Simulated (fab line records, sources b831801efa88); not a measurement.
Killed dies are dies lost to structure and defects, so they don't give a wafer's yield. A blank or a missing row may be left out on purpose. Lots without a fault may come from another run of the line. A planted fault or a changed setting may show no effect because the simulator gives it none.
fab line records | flow gf180mcu
record lots=14 wafers=42 last_day=34
route steps=602 shown DNWELL@41 LVPWELL@63 VT_IMPLANT@111
lots that met no fault: from a run of the same line without faults
start_h: hours from the record's first day to the start of the lot's first wafer shown | wait_h: hours since the lot's step before | " the same as in the row above | L1.1+2: a row that stands for several wafers | - no value, or no start given | * or withheld: withheld | < > ~ a bound
route shown NAME@n: a module of which the file shows steps, and the number in the route of the first | usual: mean/standard deviation of fault-free wafers | same: alike in all rows | chamber/n: place in a boat | sites: the reading at each site | _std_site: their standard deviation | _edge_site: outer sites' mean less inner sites' | radius_mm: how far each site lies from the wafer's centre | mask NAME#n: copy n | behind: the tool/chamber that last shaped the wafer | hold: why the lot was held/for how many hours/how that ended | device: the transistor (n, p or np) that didn't switch | end of line: the same wafers' tests at the end of the route | a step without rows: its recipe alone | killed: dies lost to structure and defects at the first sort, not the wafer's yield | map: a wafer's dies, x killed, . not, _ none there
set.NAME: the setting as run; set.NAME@STEP: as run at that earlier step | model.NAME: the simulator's own value behind a step, which no gauge read
steps of the route over a sample of lots; a table a step, a row a wafer
services: from which hour (start_h, from the record's first day; less than 0 if before it) a tool's chamber was out of use, for how many hours, and why
## steps
# step GF_DNWELL_TW_MEAS_09
# usual DNWELL_TW=1347/11
# columns lot.wafer tool chamber start_h wait_h DNWELL_TW
L783.1 film_metro-01 - 53.15 0.1 1356
L783.4 " - " " 1349
L783.5 " - " " 1351
L784.2 film_metro-01 - 60.50 0.1 1353
L784.3 " - " " 1350
L784.6 " - " " 1353
L785.1 film_metro-02 - 60.59 0.1 1327
L785.5 " - " " 1330
L785.6 " - " " 1327
L786.1 film_metro-01 - 63.86 0.1 1362
L786.3 " - " " 1354
L786.6 " - " " 1355
L789.3 film_metro-02 - 77.72 0.1 1327
L789.5 " - " " 1333
L789.6 " - " " 1330
L795.3 film_metro-01 - 107.37 0.1 1344
L795.4 " - " " 1350
L795.5 " - " " 1346
L797.1 film_metro-02 - 117.46 0.1 1337
L797.3 " - " " 1328
L797.6 " - " " 1326
L798.1 film_metro-03 - 123.75 0.1 1342
L798.5 " - " " 1346
L798.6 " - " " 1345
L799.1 film_metro-01 - 127.90 0.1 1351
L799.5 " - " " 1355
L799.6 " - " " 1352
L800.2 film_metro-03 - 134.81 0.1 1344
L800.3 " - " " 1342
L800.5 " - " " 1341
L801.2 film_metro-03 - 137.96 0.1 1364
L801.4 " - " " 1356
L801.6 " - " " 1358
L802.1 film_metro-01 - 143.90 0.1 1351
L802.2 " - " " 1355
L802.4 " - " " 1347
L803.1 film_metro-01 - 148.00 0.1 1362
L803.5 " - " " 1355
L803.6 " - " " 1359
L806.1 film_metro-01 - 164.00 0.1 1340
L806.4 " - " " 1346
L806.5 " - " " 1344
# step GF_LVPWELL_IMPLANT_09
# recipe species=B energy_kev=60 dose_cm2=5e+12 tilt_deg=0
# usual beam_energy_keV=59.998/0.018 end_station_pressure_torr=5.05e-06/2.7e-07
# columns lot.wafer tool chamber start_h wait_h beam_energy_keV end_station_pressure_torr
L783.1 implanter-01 0 79.23 0.1 59.992 5.05e-06
L783.4 " 0 " " 59.998 5.05e-06
L783.5 " 0 " " 59.972 4.88e-06
L784.2 implanter-01 0 87.51 0.1 59.997 5.4e-06
L784.3 " 0 " " 59.985 4.86e-06
L784.6 " 0 " " 60.000 4.81e-06
L785.1 implanter-04 0 87.78 0.1 60.002 4.99e-06
L785.5 " 0 " " 59.997 5.69e-06
L785.6 " 0 " " 59.993 5.21e-06
L786.1 implanter-01 0 90.79 0.1 53.691 5.19e-06
L786.3 " 0 " " 53.661 5.3e-06
L786.6 " 0 " " 53.629 5.16e-06
L789.3 implanter-01 0 105.42 0.1 53.656 4.57e-06
L789.5 " 0 " " 53.681 5.18e-06
L789.6 " 0 " " 53.686 5.11e-06
L795.3 implanter-04 0 136.99 0.1 60.010 5.13e-06
L795.4 " 0 " " 60.021 5.27e-06
L795.5 " 0 " " 60.000 5.23e-06
L797.1 implanter-02 0 147.59 0.1 59.978 5.03e-06
L797.3 " 0 " " 59.962 4.84e-06
L797.6 " 0 " " 60.003 4.93e-06
L798.1 implanter-02 0 154.24 0.1 59.981 5.81e-06
L798.5 " 0 " " 59.974 4.87e-06
L798.6 " 0 " " 59.993 4.92e-06
L799.1 implanter-04 0 159.14 0.1 60.016 4.89e-06
L799.5 " 0 " " 60.021 4.76e-06
L799.6 " 0 " " 59.975 5.44e-06
L800.2 implanter-01 0 166.66 0.1 59.997 4.41e-06
L800.3 " 0 " " 59.980 5.05e-06
L800.5 " 0 " " 59.975 4.98e-06
L801.2 implanter-02 0 170.25 0.1 60.008 5e-06
L801.4 " 0 " " 60.007 4.88e-06
L801.6 " 0 " " 60.003 5.03e-06
L802.1 implanter-01 0 177.07 0.1 59.970 4.83e-06
L802.2 " 0 " " 59.991 5.15e-06
L802.4 " 0 " " 60.017 4.94e-06
L803.1 implanter-01 0 180.39 0.1 59.984 4.82e-06
L803.5 " 0 " " 59.998 4.69e-06
L803.6 " 0 " " 60.028 4.9e-06
L806.1 implanter-04 0 196.72 0.1 59.969 4.39e-06
L806.4 " 0 " " 59.990 5.08e-06
L806.5 " 0 " " 59.990 5.1e-06
# step GF_VT_IMPLANT_TW_MEAS_21
# usual VT_IMPLANT_2_TW=1209/11
# columns lot.wafer tool chamber start_h wait_h VT_IMPLANT_2_TW
L783.1 film_metro-01 - 137.29 0.1 1212
L783.4 " - " " 1210
L783.5 " - " " 1210
L784.2 film_metro-01 - 145.68 0.1 1218
L784.3 " - " " 1218
L784.6 " - " " 1221
L785.1 film_metro-01 - 146.19 0.1 1211
L785.5 " - " " 1217
L785.6 " - " " 1224
L786.1 film_metro-04 - 149.72 0.1 1221
L786.3 " - " " 1215
L786.6 " - " " 1212
L789.3 film_metro-01 - 166.76 0.1 1217
L789.5 " - " " 1217
L789.6 " - " " 1217
L795.3 film_metro-02 - 202.44 0.1 1198
L795.4 " - " " 1197
L795.5 " - " " 1189
L797.1 film_metro-01 - 213.79 0.1 1208
L797.3 " - " " 1207
L797.6 " - " " 1215
L798.1 film_metro-02 - 221.49 0.1 1192
L798.5 " - " " 1192
L798.6 " - " " 1189
L799.1 film_metro-04 - 227.59 0.1 1227
L799.5 " - " " 1224
L799.6 " - " " 1224
L800.2 film_metro-04 - 235.53 0.1 1217
L800.3 " - " " 1225
L800.5 " - " " 1220
L801.2 film_metro-01 - 239.10 0.1 1207
L801.4 " - " " 1205
L801.6 " - " " 1207
L802.1 film_metro-01 - 246.79 0.1 1211
L802.2 " - " " 1222
L802.4 " - " " 1211
L803.1 film_metro-01 - 251.39 0.1 1212
L803.5 " - " " 1216
L803.6 " - " " 1214
L806.1 film_metro-02 - 270.67 0.1 1193
L806.4 " - " " 1192
L806.5 " - " " 1187
# step GF_VT_IMPLANT_TW_MEAS_43
# usual VT_IMPLANT_4_TW=687/6.4
# columns lot.wafer tool chamber start_h wait_h VT_IMPLANT_4_TW
L783.1 film_metro-04 - 168.77 0.1 693
L783.4 " - " " 692
L783.5 " - " " 691
L784.2 film_metro-01 - 178.23 0.1 690
L784.3 " - " " 688
L784.6 " - " " 690
L785.1 film_metro-02 - 178.37 0.1 678
L785.5 " - " " 680
L785.6 " - " " 681
L786.1 film_metro-02 - 181.62 0.1 679
L786.3 " - " " 677
L786.6 " - " " 679
L789.3 film_metro-02 - 199.81 0.1 679
L789.5 " - " " 683
L789.6 " - " " 679
L795.3 film_metro-01 - 237.16 0.1 685
L795.4 " - " " 689
L795.5 " - " " 684
L797.1 film_metro-01 - 250.24 0.1 691
L797.3 " - " " 688
L797.6 " - " " 692
L798.1 film_metro-02 - 259.74 0.1 677
L798.5 " - " " 679
L798.6 " - " " 678
L799.1 film_metro-02 - 264.99 0.1 677
L799.5 " - " " 679
L799.6 " - " " 678
L800.2 film_metro-02 - 273.78 0.1 680
L800.3 " - " " 681
L800.5 " - " " 679
L801.2 film_metro-01 - 277.08 0.1 694
L801.4 " - " " 697
L801.6 " - " " 695
L802.1 film_metro-04 - 286.24 0.1 693
L802.2 " - " " 696
L802.4 " - " " 697
L803.1 film_metro-02 - 290.24 0.1 679
L803.5 " - " " 683
L803.6 " - " " 679
L806.1 film_metro-01 - 312.07 0.1 694
L806.4 " - " " 692
L806.5 " - " " 693
# step GF_VT_IMPLANT_RS_MEAS_48
# recipe thk_meas_gauge=four-point-probe
# usual LVPWELL_RS=1197/3.4
# columns lot.wafer tool chamber start_h wait_h LVPWELL_RS[ohm/sq]
L783.1 film_metro-03 - 169.22 0.1 1198
L783.4 " - " " 1197
L783.5 " - " " 1197
L784.2 film_metro-04 - 178.69 0.1 1202
L784.3 " - " " 1201
L784.6 " - " " 1200
L785.1 film_metro-02 - 178.82 0.1 1196
L785.5 " - " " 1197
L785.6 " - " " 1197
L786.1 film_metro-04 - 182.17 0.1 1187
L786.3 " - " " 1187
L786.6 " - " " 1182
L789.3 film_metro-02 - 200.28 0.1 1189
L789.5 " - " " 1185
L789.6 " - " " 1187
L795.3 film_metro-03 - 237.63 0.1 1201
L795.4 " - " " 1197
L795.5 " - " " 1195
L797.1 film_metro-04 - 250.69 0.1 1199
L797.3 " - " " 1196
L797.6 " - " " 1195
L798.1 film_metro-02 - 260.19 0.1 1197
L798.5 " - " " 1196
L798.6 " - " " 1194
L799.1 film_metro-02 - 265.44 0.1 1188
L799.5 " - " " 1189
L799.6 " - " " 1186
L800.2 film_metro-03 - 274.24 0.1 1198
L800.3 " - " " 1198
L800.5 " - " " 1200
L801.2 film_metro-04 - 277.54 0.1 1196
L801.4 " - " " 1194
L801.6 " - " " 1199
L802.1 film_metro-04 - 286.69 0.1 1200
L802.2 " - " " 1202
L802.4 " - " " 1199
L803.1 film_metro-04 - 290.69 0.1 1199
L803.5 " - " " 1200
L803.6 " - " " 1196
L806.1 film_metro-02 - 312.57 0.1 1196
L806.4 " - " " 1193
L806.5 " - " " 1193
## services
# columns tool chamber start_h hours kind
implanter-04 - 56.00 3.2 repair
implanter-02 - 108.28 1.0 repair
implanter-02 - 117.84 7.2 repair
implanter-01 - 153.89 1.4 repair
implanter-01 - 154.38 2.6 repair
implanter-04 - 176.96 3.2 pm
implanter-01 - 183.81 1.2 repair
## key
first_sign step=GF_LVPWELL_IMPLANT_09 reading=beam_energy_keV direction=down sigmas=99+ usual=59.998 struck=53.667
effect step=GF_VT_IMPLANT_RS_MEAS_48 reading=LVPWELL_RS direction=down sigmas=3.1 usual=1197 struck=1186
met_at GF_LVPWELL_IMPLANT_09
struck_lots L786,L789
tester_left_out L786,L789
not_acting_at GF_DNWELL_TW_MEAS_09,GF_VT_IMPLANT_TW_MEAS_21,GF_VT_IMPLANT_TW_MEAS_43
onset_between 87.51 90.79
fault kind=process_parameter_drift tool=implanter-01 chamber=- onset_h=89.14 steps=GF_LVPWELL_IMPLANT_09 channel=energy_kev offset=-6.3415 shape=step end_h=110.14 acts_in=these_recipes_only stated=60
# tester_left_out: of these lots the tester's yield and bins aren't shown, on N5 and GAA mostly nor the transistor test; their killed dies are dies lost to structure and defects alone, not to doping, threshold or leakage, so they don't give the yield
